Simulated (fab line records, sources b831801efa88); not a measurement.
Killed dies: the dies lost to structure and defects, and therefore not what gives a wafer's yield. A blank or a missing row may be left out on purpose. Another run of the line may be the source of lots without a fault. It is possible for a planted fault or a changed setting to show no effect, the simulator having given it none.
Which of the tools did it? ; flow sky130 ; 6 lots, 17 wafers sampled, at 3 steps of a route of 708

WHAT THE GAUGES SHOWED, per wafer
SKY_LI_CONTACT_THK_MEAS_23: measures by xrf.
lot;measured;on;LI_CONTACT_W_THK (nm)
L406;day 29 18:31;film metro-01;408 413 400
L414;day 32 13:08;film metro-04;454 419
L418;day 33 18:46;film metro-01;409 409 408
L420;day 34 16:47;film metro-01;399 396 402
L423;day 35 16:46;film metro-01;411 402 405
L426;day 36 11:29;film metro-01;402 397 398

WHAT TOOL EACH LOT RAN ON (gives the tool, then ch and the chambers of the sampled wafers, and finally the start)
lot;SKY_LI_CONTACT_SPUTTER_20;SKY_LI_CONTACT_CVD_21
L406;pvd sputter-02, day 29 18:13;cvd w-02 ch 0,1, day 29 18:16
L414;pvd sputter-01, day 32 12:50;cvd w-01 ch 0, day 32 12:53
L418;pvd sputter-01, day 33 18:28;cvd w-02 ch 0,1, day 33 18:32
L420;pvd sputter-01, day 34 16:28;cvd w-02 ch 0,1, day 34 16:32
L423;pvd sputter-02, day 35 16:28;cvd w-02 ch 0,1, day 35 16:32
L426;pvd sputter-02, day 36 11:10;cvd w-02 ch 0,1, day 36 11:14
- SKY_LI_CONTACT_SPUTTER_20: material TiN, target thk 20 nm, time 80 s.
- SKY_LI_CONTACT_CVD_21: deposits W, target thk 400 nm, time 120.56 s.

THE ANSWER, worked out from the rows above alone
Rule: the lots themselves supply what counts as usual. The widest of any qualifying gaps counts: lots, ordered by their means at a reading, are off when they make up no more than a third of the lots, leave a main group of 4 or more, and stand apart from it by 3 or more times the standard deviation of that group's means. Not used: any main group whose means are identical at the precision the tables above print for the reading. Also off: a lot with no number at a reading for which 4 or more lots have one. Where the step has rows for the other lots, those lots are counted as sound.
Off: L414, seen at SKY_LI_CONTACT_THK_MEAS_23 (LI_CONTACT_W_THK). The main group: mean 404 nm, standard deviation 4.1.
If a tool, at a process step before that reading, ran all the lots that are off and no sound lot after the first of them, it fits. Those tools and the gauges at SKY_LI_CONTACT_THK_MEAS_23 are tried in the same way. Can't be told from this: 2 tools fit, cvd w-01 at SKY_LI_CONTACT_CVD_21, film metro-04 at SKY_LI_CONTACT_THK_MEAS_23.

WHAT HAD BEEN PUT IN BY THE SIMULATOR
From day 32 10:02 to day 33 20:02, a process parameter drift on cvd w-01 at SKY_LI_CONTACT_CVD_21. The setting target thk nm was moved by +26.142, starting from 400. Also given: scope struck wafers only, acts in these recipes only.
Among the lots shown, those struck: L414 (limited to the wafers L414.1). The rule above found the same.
